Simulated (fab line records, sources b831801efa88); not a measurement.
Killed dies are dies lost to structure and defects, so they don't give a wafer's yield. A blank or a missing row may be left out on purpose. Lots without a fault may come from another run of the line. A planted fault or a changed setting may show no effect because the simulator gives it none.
One fault seen from 2 desks | flow sky130 | each desk has only its own numbers; what lay behind them comes last

THE TOOL OWNER'S DESK: rtp_anneal-02
The tool's own readings at SKY_SD_N_RTA_14 (time 2 s): means of the sampled wafers that have a number, for each lot that ran on this tool. A lot is out of limits, marked OUT, if its mean lies more than 4 standard deviations from the usual mean; the brackets give that distance.
Columns: A = lamp_power_pct at SKY_SD_N_RTA_14, usual 15.74 %; B = wafer_temp_C_max at SKY_SD_N_RTA_14, usual 1078.0
lot  | first seen here | A     | B
L408 | day 27 11:03    | 15.74 | 1078.9
L410 | day 28 17:50    | 15.77 | 1078.1
L412 | day 29 08:37    | 15.73 | 1077.0
L414 | day 29 22:27    | 15.71 | 1079.1
L416 | day 30 14:34    | 15.77 | 1077.6
L424 | day 33 08:59    | 15.74 | 1084.3 (+4.8) OUT
This desk's finding: out of limits on L424; first on L424, day 33 08:59 (wafer_temp_C_max at SKY_SD_N_RTA_14). In limits: L408, L410, L412, L414, L416.

THE METROLOGY DESK
What the gauges read, lot by lot, whatever tool the lot ran on: means of the sampled wafers that have a number. A lot is out of limits, marked OUT, if its mean lies more than 4 standard deviations from the usual mean; the brackets give that distance.
Columns: A = LDD_HVP_OVL at SKY_LDD_HVP_OVL_MEAS_07, usual 0.5 nm; B = LDD_LDN_TW at SKY_LDD_LDN_TW_MEAS_13, usual 1466; C = SD_N_RS at SKY_SD_N_RS_MEAS_16, usual 68.48 ohm/sq; D = SD_P_RS at SKY_SD_N_RS_MEAS_17, usual 146.9 ohm/sq
lot  | first seen here | A    | B    | C                | D
L408 | day 21 04:38    | 0.3  | 1449 | 68.48            | 147.0
L409 | day 21 23:02    | -1.7 | 1453 | 68.43            | 146.6
L410 | day 22 10:25    | 0.2  | 1450 | 68.53            | 147.4
L412 | day 23 02:43    | 2.0  | 1472 | 68.44            | 146.5
L414 | day 23 18:35    | 1.1  | 1471 | 68.51            | 146.8
L415 | day 24 04:52    | -0.2 | 1473 | 68.56            | 147.1
L416 | day 24 11:44    | -0.3 | 1464 | 68.61            | 147.1
L424 | day 27 10:21    | 2.1  | 1458 | 67.64 (-8.6) OUT | 142.7 (-12) OUT
L425 | day 27 20:55    | 1.8  | 1461 | 68.45            | 146.7
L427 | day 28 06:37    | 1.6  | 1462 | 68.48            | 147.0
L429 | day 29 00:07    | -0.5 | 1481 | 68.48            | 147.1
L431 | day 30 04:10    | 0.8  | 1457 | 68.49            | 146.9
This desk's finding: out of limits on L424; first on L424, day 33 09:13 (SD_N_RS at SKY_SD_N_RS_MEAS_16). In limits: L408, L409, L410, L412, L414, L415, L416, L425, L427, L429, L431.

PUT TOGETHER
The tool owner's desk could have raised an alarm at day 33 08:59, on L424.
The metrology desk could have raised an alarm at day 33 09:13, on L424.
Of the lots named, all ran SKY_SD_N_RTA_14 on rtp_anneal-02.

WHAT THE SIMULATOR HAD PUT IN
Process parameter drift: rtp_anneal-02, from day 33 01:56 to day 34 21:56, at SKY_SD_N_RTA_14. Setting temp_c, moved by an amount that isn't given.
Lots struck among those shown: L424.
Hours from the fault's start to each desk's first reading out of limits: the tool owner's desk, 7; the metrology desk, 7.
